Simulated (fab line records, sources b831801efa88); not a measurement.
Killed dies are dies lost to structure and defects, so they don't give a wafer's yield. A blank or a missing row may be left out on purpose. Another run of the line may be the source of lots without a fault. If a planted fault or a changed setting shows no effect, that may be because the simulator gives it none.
A struck lot beside a sound one / flow sky130 / 18 steps out of a route of 708
Sound: wafers L679.1, L679.5, L679.6. Wafers struck: L685.3, L685.4, L685.5. Last of all comes the cause.
Each step with rows lists, per side, the tool, then ch with its chambers, then its first start. Under that, the readings that differ: sound wafers / struck wafers / difference of the means / sigmas: that difference in standard deviations of wafers without a fault.
alike: words and numbers the same on both sides, and readings whose means are apart by under 2 such deviations; not compared: readings that were withheld, readings missing a value for some wafer, numbers with overlapping values and no deviation given by the record, and bounds like >300 which may hide the same value.
The two part at a step that has a row with sigmas, a row that says differs or no value, or rows on one side only. Numbers that have no deviation but don't overlap get no sigmas and don't part them. A reading that every wafer of one side lacks parts them only if that side has two wafers or more.

SKY_NWELL_TW_MEAS_26:
  sound on film-metro-01 at day 5 10:15; struck on film-metro-04 at day 6 21:59
  alike: NWELL_2_TW
then, 1 step without rows for these wafers: SKY_NWELL_CLEAN_27 (cleans in SC1/SC2, time 150 s).
SKY_NWELL_RTA_28: time 30 s.
  sound on rtp-anneal-02 ch 0, day 5 10:22; struck on rtp-anneal-02 ch 0, day 6 22:07
  alike: lamp-power-pct, wafer_temp_C_max
SKY_NWELL_RS_MEAS_29: the measuring method here is four-point-probe.
  sound on film-metro-04 at day 5 10:28; struck on film-metro-01 at day 6 22:13
reading=NWELL_RS (ohm/sq); sound=623.5 622.5 622.6; struck=625.9 627.5 626.4; difference=+3.7; sigmas=+3
SKY_NWELL_RS_MEAS_31: the measuring method here is four-point-probe.
  sound on film-metro-04 at day 5 10:42; struck on film-metro-01 at day 6 22:28
  alike: PWDE_RS
then, 6 steps without rows for these wafers: SKY_VT_ADJUST_HVTP_DEHYDRATE_00 (time 60 s); SKY_VT_ADJUST_HVTP_HMDS_01 (prime time 60 s); SKY_VT_ADJUST_HVTP_COAT_02 (resist thk 1140 nm); SKY_VT_ADJUST_HVTP_SOFTBAKE_03 (time 60 s); SKY_VT_ADJUST_HVTP_EXPOSE_04 (exposes mask HVTPM, target cd 380 nm); SKY_VT_ADJUST_HVTP_PEB_05.
SKY_VT_ADJUST_HVTP_DEVELOP_06: develop time 60 s.
  sound on litho-track-01 ch 0, day 6 04:33; struck on litho-track-01 ch 0, day 7 18:15
SKY_VT_ADJUST_HVTP_CD_MEAS_07: target cd 380 nm.
  sound on cd-sem-02 at day 6 04:42; struck on cd-sem-02 at day 7 18:23
reading=cd-nm (nm); sound=380.2 378.9 376.4; struck=- - -; difference=no value on the struck wafers; sigmas=
SKY_VT_ADJUST_HVTP_OVL_MEAS_08:
  sound on overlay-01 at day 6 04:49; struck on overlay-02 at day 7 18:29
reading=VT_ADJUST_HVTP_OVL (nm); sound=3.2 0.0 0.9; struck=- - -; difference=no value on the struck wafers; sigmas=
after that, 1 step had no rows for these wafers: SKY_VT_ADJUST_HVTP_IMPLANT_09.
SKY_VT_ADJUST_HVTP_STRIP_10: strips in O2/N2.
  sound on plasma-asher-01 ch 0,1, day 6 05:01; struck on plasma-asher-03 ch 0,1, day 7 18:41
  alike: chamber-pressure-mTorr, drypump-motor-current-A, oes-product-au, strip-time-to-endpoint-s
  not compared: rf-hours-counter-h
SKY_VT_ADJUST_HVTP_TW_MEAS_11:
  sound on film-metro-02 at day 6 05:07; struck on film-metro-03 at day 7 18:47
reading=VT_ADJUST_HVTP_TW; sound=1353 1353 1356; struck=30 30 30; difference=-1324; sigmas=-99 or more
then, 1 step without rows for these wafers: SKY_VT_ADJUST_LVTN_DEHYDRATE_00 (time 60 s).

== WHERE THEY PART ==
Earliest at SKY_NWELL_RS_MEAS_29; latest, in this record, at SKY_VT_ADJUST_HVTP_TW_MEAS_11.

WHY: what had been put in by the simulator
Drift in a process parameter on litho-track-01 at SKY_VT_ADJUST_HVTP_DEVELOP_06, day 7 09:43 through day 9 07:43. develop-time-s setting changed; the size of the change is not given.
